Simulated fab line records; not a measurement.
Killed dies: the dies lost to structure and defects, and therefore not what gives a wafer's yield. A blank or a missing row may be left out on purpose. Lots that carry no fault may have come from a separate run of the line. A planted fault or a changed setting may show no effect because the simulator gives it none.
Which tool did it? -- flow sky130 -- 36 wafers from 13 lots sampled at 5 of the route's 708 steps

## WHAT THE GAUGES SHOWED, per wafer
SKY_POLY_GATE_CD_MEAS_13: target cd 150 nm. Usual: cd nm reads 149.6 nm (standard deviation 1.6).
lot,measured,on,cd nm (nm),flag
L189,day 17 15:13,cd sem-01,150.8 149.5 150.7,
L190,day 17 22:36,cd sem-01,149.7 150.8 150.9,
L191,day 18 10:13,cd sem-02,147.2 148.1 148.4,
L192,day 18 15:08,cd sem-02,145.8 145.2 145.1,
L196,day 20 03:10,cd sem-02,149.8,
L198,day 21 02:18,cd sem-02,149.4 151.0 150.5,
L199,day 21 05:32,cd sem-01,148.5 149.9,
L204,day 23 04:00,cd sem-01,148.1 149.0 148.5,
L205,day 23 07:44,cd sem-01,151.5 151.6 151.4,
L206,day 23 12:55,cd sem-01,150.4 150.2 150.7,
L208,day 24 15:04,cd sem-02,149.2 149.8 149.0,
L209,day 24 17:16,cd sem-01,150.9 151.6 151.0,
L210,day 24 20:11,cd sem-01,147.9 148.9 149.3,

SKY_LDD_HVN_OVL_MEAS_07. Usual: LDD_HVN_OVL typically reads -0.3 nm, with standard deviation 1.3.
lot,measured,on,LDD_HVN_OVL (nm),flag
L189,day 21 14:46,overlay-01,1.5 -1.5 -0.8,
L190,day 22 01:10,overlay-02,0.9 -0.2 -1.5,
L191,day 22 12:40,overlay-02,-1.7 -1.7 -1.5,
L192,day 22 17:23,overlay-02,0.7 1.9 0.3,
L196,day 24 08:49,overlay-02,0.6,
L198,day 25 02:03,overlay-01,-4.5 -0.6 -2.2,
L199,day 25 03:37,overlay-01,-2.6 -0.2,
L204,day 27 02:36,overlay-02,-1.6 -3.9 -0.5,
L205,day 27 07:22,overlay-01,-2.5 -1.5 0.4,
L206,day 27 10:52,overlay-02,1.6 2.3 -0.5,
L208,day 28 12:40,overlay-02,0.8 -2.0 -1.6,
L209,day 28 15:53,overlay-02,-0.7 -1.9 0.1,
L210,day 28 17:52,overlay-02,-0.1 0.1 0.0,

SKY_LDD_HVN_TW_MEAS_10. Usual: LDD_HVN_TW typically reads 1431, with standard deviation 12.
lot,measured,on,LDD_HVN_TW,flag
L189,day 21 15:03,film metro-01,1426 1427 1420,
L190,day 22 01:27,film metro-01,1416 1416 1419,
L191,day 22 12:57,film metro-01,1410 1413 1417,
L192,day 22 17:41,film metro-03,1443 1430 1437,
L196,day 24 09:07,film metro-03,1469,OFF
L198,day 25 02:20,film metro-04,1438 1443 1437,
L199,day 25 03:55,film metro-03,1471 1473,OFF
L204,day 27 02:53,film metro-01,1419 1415 1419,
L205,day 27 07:40,film metro-01,1415 1419 1414,
L206,day 27 11:09,film metro-01,1417 1422 1421,
L208,day 28 12:57,film metro-03,1438 1435 1432,
L209,day 28 16:10,film metro-04,1440 1443 1444,
L210,day 28 18:09,film metro-04,1437 1450 1453,

## WHAT TOOL EACH LOT RAN ON (gives the tool, then ch and the chambers of the sampled wafers, and finally the start)
lot,SKY_LDD_P_STRIP_10,SKY_LDD_HVN_IMPLANT_08
L189,"plasma asher-04 ch 1, day 20 07:54","implanter-03 ch 0, day 21 14:48"
L190,"plasma asher-01 ch 0,1, day 20 18:01","implanter-04 ch 0, day 22 01:12"
L191,"plasma asher-01 ch 0,1, day 21 05:52","implanter-03 ch 0, day 22 12:42"
L192,"plasma asher-01 ch 0,1, day 21 10:08","implanter-01 ch 0, day 22 17:29"
L196,"plasma asher-04 ch 0, day 23 01:48","implanter-01 ch 0, day 24 08:55"
L198,"plasma asher-03 ch 0,1, day 23 19:00","implanter-03 ch 0, day 25 02:05"
L199,"plasma asher-01 ch 0,1, day 23 21:32","implanter-01 ch 0, day 25 03:43"
L204,"plasma asher-01 ch 0,1, day 25 19:57","implanter-03 ch 0, day 27 02:38"
L205,"plasma asher-01 ch 0,1, day 26 00:41","implanter-04 ch 0, day 27 07:26"
L206,"plasma asher-01 ch 0,1, day 26 04:52","implanter-01 ch 0, day 27 10:54"
L208,"plasma asher-04 ch 0,1, day 27 07:18","implanter-04 ch 0, day 28 12:42"
L209,"plasma asher-01 ch 0,1, day 27 09:44","implanter-01 ch 0, day 28 15:57"
L210,"plasma asher-01 ch 1, day 27 12:16","implanter-01 ch 0, day 28 17:55"
- SKY_LDD_P_STRIP_10: strips in O2/N2.
- SKY_LDD_HVN_IMPLANT_08

## WHAT THE TOOLS THEMSELVES READ (means of the sampled wafers that have a number; where no wafer has one, the mark that the record gives instead)
SKY_LDD_P_STRIP_10. Usual: drypump motor current A 5.6 A, standard deviation 0.37; oes product au 0.716 a.u., standard deviation 0.0043; strip time to endpoint s 14.18 s, standard deviation 0.04.
lot,tool,drypump motor current A (A),oes product au (a.u.),strip time to endpoint s (s),flag
L189,plasma asher-04,6.3,0.716,14.20,
L190,plasma asher-01,5.6,0.713,14.21,
L191,plasma asher-01,5.5,0.716,14.20,
L192,plasma asher-01,5.4,0.713,14.17,
L196,plasma asher-04,5.6,0.718,14.12,
L198,plasma asher-03,5.3,0.714,14.17,
L199,plasma asher-01,5.5,0.714,14.16,
L204,plasma asher-01,5.4,0.714,14.17,
L205,plasma asher-01,5.5,0.715,14.26,
L206,plasma asher-01,5.6,0.716,14.21,
L208,plasma asher-04,5.8,0.715,14.15,
L209,plasma asher-01,5.4,0.715,14.20,
L210,plasma asher-01,5.7,0.716,14.16,

SKY_LDD_HVN_IMPLANT_08. Usual: beam on s 10.00 s, standard deviation 0.2; dose ions cm2 3e+13, standard deviation 3.1e+10; faraday current uA 169, standard deviation 3.4.
lot,tool,beam on s (s),dose ions cm2,faraday current uA,flag
L189,implanter-03,9.98,3e+13,170,
L190,implanter-04,9.93,3e+13,171,
L191,implanter-03,10.19,3e+13,166,
L192,implanter-01,9.98,3e+13,169,
L196,implanter-01,10.90,3e+13,155,OFF
L198,implanter-03,9.88,3e+13,172,
L199,implanter-01,11.07,3e+13,153,OFF
L204,implanter-03,9.78,3e+13,173,
L205,implanter-04,10.09,3e+13,167,
L206,implanter-01,10.12,3e+13,168,
L208,implanter-04,10.22,3e+13,165,
L209,implanter-01,9.80,3e+13,172,
L210,implanter-01,9.92,3e+13,171,

## THE ANSWER, worked out from the rows above alone
Rule: a lot is off if the mean of its wafers that have a number lies more than 3 standard deviations from the usual mean. Also off: a lot with no number at a reading for which 4 or more lots have one. All remaining lots with rows at the step are treated as sound. After the gauges, taken in route order, come the tools' own readings; for these a lot's mean is taken, as printed above. At the first step where some lot is off, the reading lying furthest off is the one used; lots without a number count as furthest.
Off: L196, L199, seen at SKY_LDD_HVN_TW_MEAS_10 (LDD_HVN_TW).
If a tool, at a process step before that reading, ran all the lots that are off and no sound lot after the first of them, it fits. The gauges at SKY_LDD_HVN_TW_MEAS_10 aren't tried: what is off there is off at SKY_LDD_HVN_IMPLANT_08 too, on other tools, and a gauge's error can't cause that. No candidate that was tried fits.

## WHAT THE SIMULATOR HAD INSERTED
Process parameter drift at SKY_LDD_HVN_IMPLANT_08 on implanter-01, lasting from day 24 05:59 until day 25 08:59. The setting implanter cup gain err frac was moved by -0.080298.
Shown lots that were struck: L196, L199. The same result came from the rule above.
